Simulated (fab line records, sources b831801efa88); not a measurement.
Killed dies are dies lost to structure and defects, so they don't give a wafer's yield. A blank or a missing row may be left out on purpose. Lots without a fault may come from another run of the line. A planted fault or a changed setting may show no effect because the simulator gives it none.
Which tool did it? | flow sky130 | 14 lots, 42 wafers sampled, at 3 steps of a route of 708

WHAT THE GAUGES READ, wafer by wafer
The record holds no reading of a measuring or inspecting step that can be judged against a usual standard deviation.

WHICH TOOL RAN EACH LOT (tool, then ch and the chambers of the sampled wafers, then the start)
lot  | SKY_METAL2_DESCUM_17              | SKY_VIA2_DEVELOP_11               | SKY_VIA2_SPUTTER_20
L891 | rie_metal-03 ch 0,1, day 34 13:11 | litho_track-01 ch 0, day 35 16:00 | pvd_sputter-04, day 35 17:42
L892 | rie_metal-01 ch 0,1, day 35 02:43 | litho_track-02 ch 0, day 36 06:00 | pvd_sputter-04, day 36 07:23
L893 | rie_metal-03 ch 0,1, day 35 14:20 | litho_track-02 ch 0, day 36 18:00 | pvd_sputter-02, day 36 19:07
L894 | rie_metal-02 ch 0,1, day 35 17:26 | litho_track-02 ch 0, day 36 20:00 | pvd_sputter-02, day 36 21:36
L895 | rie_metal-03 ch 0,1, day 36 10:43 | litho_track-02 ch 0, day 37 14:00 | pvd_sputter-03, day 37 15:23
L897 | rie_metal-03 ch 0,1, day 36 22:39 | litho_track-02 ch 0, day 38 01:00 | pvd_sputter-03, day 38 02:32
L898 | rie_metal-03 ch 0,1, day 37 05:17 | litho_track-02 ch 0, day 38 07:00 | pvd_sputter-02, day 38 08:40
L899 | rie_metal-02 ch 0,1, day 37 12:36 | litho_track-04 ch 0, day 38 15:00 | pvd_sputter-03, day 38 16:42
L903 | rie_metal-03 ch 0,1, day 39 07:57 | litho_track-02, day 40 10:00      | pvd_sputter-04, day 40 11:14
L904 | rie_metal-01 ch 0,1, day 40 00:00 | litho_track-01, day 41 01:00      | pvd_sputter-03, day 41 02:38
L906 | rie_metal-02 ch 0,1, day 40 16:12 | litho_track-02 ch 0, day 41 16:00 | pvd_sputter-04, day 41 17:05
L907 | rie_metal-03 ch 0,1, day 40 16:32 | litho_track-04 ch 0, day 41 17:00 | pvd_sputter-04, day 41 18:15
L913 | rie_metal-01 ch 0, day 42 03:29   | litho_track-04 ch 0, day 43 03:00 | pvd_sputter-04, day 43 04:38
L914 | rie_metal-02 ch 0,1, day 42 15:45 | litho_track-02 ch 0, day 43 15:00 | pvd_sputter-03, day 43 16:44
- SKY_METAL2_DESCUM_17: chemistry O2, time 8 s.
- SKY_VIA2_DEVELOP_11: develop time 60 s.
- SKY_VIA2_SPUTTER_20: material TiN, target thk 20 nm, time 80 s.

WHAT THE TOOLS THEMSELVES READ (means of the sampled wafers that have a number; where no wafer has one, the mark that the record gives instead)
SKY_METAL2_DESCUM_17.
lot  | tool         | drypump_motor_current_A (A) | oes_product_au (a.u.) | temp_c (C)
L891 | rie_metal-03 | 5.97                        | 1.016                 | 40.04
L892 | rie_metal-01 | 6.17                        | 1.007                 | 39.93
L893 | rie_metal-03 | 6.01                        | 1.017                 | 40.09
L894 | rie_metal-02 | 6.05                        | 0.999                 | 40.01
L895 | rie_metal-03 | 6.00                        | 1.018                 | 40.03
L897 | rie_metal-03 | 6.02                        | 1.010                 | 39.89
L898 | rie_metal-03 | 6.01                        | 1.016                 | 39.96
L899 | rie_metal-02 | 6.02                        | 1.000                 | 39.94
L903 | rie_metal-03 | 5.81                        | 1.012                 | 39.98
L904 | rie_metal-01 | 5.97                        | 0.989                 | 40.04
L906 | rie_metal-02 | 5.87                        | 1.002                 | 39.88
L907 | rie_metal-03 | 6.01                        | 1.015                 | 40.01
L913 | rie_metal-01 | 6.38                        | 1.002                 | 40.01
L914 | rie_metal-02 | 5.87                        | 0.993                 | 40.06

SKY_VIA2_DEVELOP_11.
lot  | tool           | chill_plate_temp_C (C)
L891 | litho_track-01 | 23.00
L892 | litho_track-02 | 23.01
L893 | litho_track-02 | 22.97
L894 | litho_track-02 | 23.01
L895 | litho_track-02 | 22.94
L897 | litho_track-02 | 22.92
L898 | litho_track-02 | 22.93
L899 | litho_track-04 | 23.01
L903 | litho_track-02 | -
L904 | litho_track-01 | -
L906 | litho_track-02 | 22.98
L907 | litho_track-04 | 23.01
L913 | litho_track-04 | 22.90
L914 | litho_track-02 | 23.02

SKY_VIA2_SPUTTER_20.
lot  | tool           | throttle_valve_pct (%)
L891 | pvd_sputter-04 | 30.2
L892 | pvd_sputter-04 | 29.7
L893 | pvd_sputter-02 | 30.7
L894 | pvd_sputter-02 | 30.1
L895 | pvd_sputter-03 | 28.8
L897 | pvd_sputter-03 | 29.5
L898 | pvd_sputter-02 | 31.3
L899 | pvd_sputter-03 | 29.6
L903 | pvd_sputter-04 | 29.3
L904 | pvd_sputter-03 | 29.4
L906 | pvd_sputter-04 | 28.4
L907 | pvd_sputter-04 | 30.0
L913 | pvd_sputter-04 | 29.5
L914 | pvd_sputter-03 | 29.2

THE ANSWER, worked out from the rows above alone
Rule: what is usual is taken from the lots themselves. Put in order of their means at a reading, lots are off if they are a third of the lots or fewer, leave a main group of 4 or more, and stand apart from it by a gap of 3 or more times the standard deviation of the main group's means; of several such gaps the widest counts. A main group whose means are all the same, to the digits that the tables above print for the reading, isn't used. A lot without any number at a reading at which 4 lots or more have one is off too. The other lots that the step has rows for count as sound. The gauges are gone through in route order, then the tools' own readings, and for those a lot's mean is taken as printed above. The first step at which some lot is off is used, and at that step the reading that is off furthest; a lot without a number counts as furthest.
Off: L903, L904, at SKY_VIA2_DEVELOP_11 (chill_plate_temp_C). Without a number there: L903, L904. The main group: mean 22.98 C, standard deviation 0.04.
A tool fits if, at that step or a process step before it, it ran every lot that is off, and no sound lot after the first of them. None of those tried fits.

WHAT THE SIMULATOR HAD PUT IN
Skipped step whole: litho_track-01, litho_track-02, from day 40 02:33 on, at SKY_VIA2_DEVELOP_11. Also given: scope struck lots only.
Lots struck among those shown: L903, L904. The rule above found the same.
